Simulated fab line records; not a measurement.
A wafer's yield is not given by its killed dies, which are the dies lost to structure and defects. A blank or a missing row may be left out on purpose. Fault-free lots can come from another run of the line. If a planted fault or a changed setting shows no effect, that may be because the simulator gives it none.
A lot that was struck, set against a sound lot :: flow sky130 :: 19 out of 708 route steps
Sound: wafers L141.1, L141.4, L141.6. Wafers L127.1, L127.2, L127.6 were the ones struck. The cause comes at the end.
Each step with rows lists, per side, the tool, then ch with its chambers, then its first start. Under that, the readings that differ: sound wafers :: struck wafers :: difference of the means :: sigmas: that difference in standard deviations of wafers without a fault.
alike: readings whose means differ by less than 2 such deviations, and words and numbers that are the same on both sides. not compared: withheld readings, readings that some wafer has no value for, bounds like >300 that may hide the same value, and numbers for which the record gives no deviation and whose values overlap.
The two part at a step that has a row with sigmas, a row that says differs or no value, or rows on one side only. Non-overlapping numbers with no deviation appear without sigmas and do not part them. Lack of a reading on every wafer of one side parts them only where that side has two or more wafers.

first, 1 step without rows for these wafers: SKY_RES_XHIGH_IMPLANT_07.
SKY_RES_XHIGH_STRIP_08: strips in O2/N2.
  sound on plasma_asher-03 ch 0,1, day 33 05:20; struck on plasma_asher-02 ch 0,1, day 28 13:48
  alike: drypump_motor_current_A, n2_flow_sccm, oes_product_au, strip_time_to_endpoint_s
  not compared: rf_hours_counter_h
SKY_RES_XHIGH_TW_MEAS_09:
  struck on film_metro-03, day 28 13:54; sound on film_metro-02, day 33 05:26
  alike: RES_XHIGH_TW
then, 7 steps without rows for these wafers: SKY_SD_N_DEHYDRATE_00 (time 60 s); SKY_SD_N_HMDS_01 (prime time 60 s); SKY_SD_N_COAT_02 (resist thk 1140 nm); SKY_SD_N_SOFTBAKE_03 (time 60 s); SKY_SD_N_EXPOSE_04 (exposes mask NSDM, target cd 380 nm); SKY_SD_N_PEB_05; SKY_SD_N_DEVELOP_06 (develop time 60 s).
SKY_SD_N_CD_MEAS_07: target cd 380 nm.
  struck on cd_sem-02, day 29 16:44; sound on cd_sem-01, day 34 07:50
  alike: cd_nm
SKY_SD_N_OVL_MEAS_08:
  struck on overlay-01, day 29 16:51; sound on overlay-01, day 34 07:57
  alike: SD_N_OVL
SKY_SD_N_IMPLANT_09:
  sound on implanter-01 ch 0, day 34 07:59; struck on implanter-04, day 29 16:53
  no value came back on the struck wafers for beam_energy_keV, beam_on_s (s), end_station_pressure_torr (Torr); on the sound wafers beam_energy_keV reads 50.012 50.000 49.996
next, for these wafers, 1 step has no rows: SKY_SD_N_IMPLANT_10.
SKY_SD_N_STRIP_11: strips in O2/N2.
  sound on plasma_asher-02 ch 0,1, day 34 08:17; struck on plasma_asher-01 ch 0,1, day 29 17:11
reading: drypump_motor_current_A (A)
sound: 4.8 4.8 4.8
struck: 5.7 5.9 5.9
difference: +1.0
sigmas: +3

reading: oes_product_au (a.u.)
sound: 0.522 0.526 0.522
struck: 0.711 0.715 0.715
difference: +0.190
sigmas: +38

reading: strip_time_to_endpoint_s (s)
sound: 22.55 22.60 22.60
struck: 14.23 14.20 14.29
difference: -8.34
sigmas: -99 or more
  alike: n2_flow_sccm
  not compared: rf_hours_counter_h
SKY_SD_N_TW_MEAS_12:
  struck on film_metro-03, day 29 17:17; sound on film_metro-03, day 34 08:23
reading: SD_N_TW
sound: 4045 4026 4064
struck: 1399 1399 1399
difference: -2646
sigmas: -88
then, 1 step without rows for these wafers: SKY_SD_N_CLEAN_13 (cleans in SC1/SC2, time 150 s).
SKY_SD_N_RTA_14: time 2 s.
  sound on rtp_anneal-02 ch 0, day 34 08:32; struck on rtp_anneal-02 ch 0, day 29 17:32
  alike: lamp_power_pct, ramp_up_c_per_s, wafer_temp_C_max
SKY_SD_N_RS_MEAS_16: the measuring method here is four-point-probe.
  struck on film_metro-02, day 29 17:43; sound on film_metro-02, day 34 08:43
reading: SD_N_RS (ohm/sq)
sound: 68.41 68.37 68.39
struck: 438.56 439.04 439.26
difference: +370.56
sigmas: +99 or more

WHERE THEY PART
First at SKY_SD_N_IMPLANT_09; last, within this record, at SKY_SD_N_RS_MEAS_16.

WHY: the cause the simulator had injected
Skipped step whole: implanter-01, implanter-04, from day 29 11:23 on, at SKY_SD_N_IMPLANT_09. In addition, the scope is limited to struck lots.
